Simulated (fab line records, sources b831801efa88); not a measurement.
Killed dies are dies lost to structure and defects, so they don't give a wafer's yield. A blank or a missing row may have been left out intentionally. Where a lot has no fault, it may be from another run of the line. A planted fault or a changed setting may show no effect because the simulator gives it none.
One fault through the eyes of 2 desks ; flow gf180mcu ; what lay behind the numbers comes last; until then each desk has only its own

METROLOGY DESK
Means of the sampled wafers that have a number, per lot and without regard to the tool the lot ran on: this is what the gauges read. Marked OUT: a lot whose mean sits more than 4 standard deviations from the usual mean, which makes it out of limits; the brackets give that distance.
Columns: A = V4_W_RS at GF_V4_RS_MEAS_24, usual 0.325 ohm/sq; B = V4_W_THK at GF_V4_THK_MEAS_25, usual 362 nm
lot;first seen here;A;B
L399;day 25 07:45;0.322;370
L405;day 27 06:56;0.324;358
L408;day 28 07:59;0.326;364
L413;day 29 14:10;0.323;366
L414;day 30 02:55;0.327;361
L418;day 31 01:38;0.327;357
This desk's verdict: no lot among the 6 shows anything out of limits.

AT THE TOOL OWNER'S DESK: pvd sputter-02
The tool's own readings at GF_MIM_SPUTTER_03 (material Ti, target thk 10 nm, time 6.7 s): means of the sampled wafers that have a number, for each lot that ran on this tool. Marked OUT: a lot whose mean sits more than 4 standard deviations from the usual mean, which makes it out of limits; the brackets give that distance.
Columns: A = throttle valve pct at GF_MIM_SPUTTER_03, usual 29.6 %
lot;first seen here;A
L405;day 27 07:36;29.5
L408;day 28 08:37;29.8
L418;day 31 02:17;29.1
This desk's verdict: no lot among the 3 shows anything out of limits.

PUT TOGETHER
From the metrology desk's view, nothing was out of limits.
Nothing out of limits was seen by the tool owner's desk.

WHAT HAD BEEN PUT IN BY THE SIMULATOR
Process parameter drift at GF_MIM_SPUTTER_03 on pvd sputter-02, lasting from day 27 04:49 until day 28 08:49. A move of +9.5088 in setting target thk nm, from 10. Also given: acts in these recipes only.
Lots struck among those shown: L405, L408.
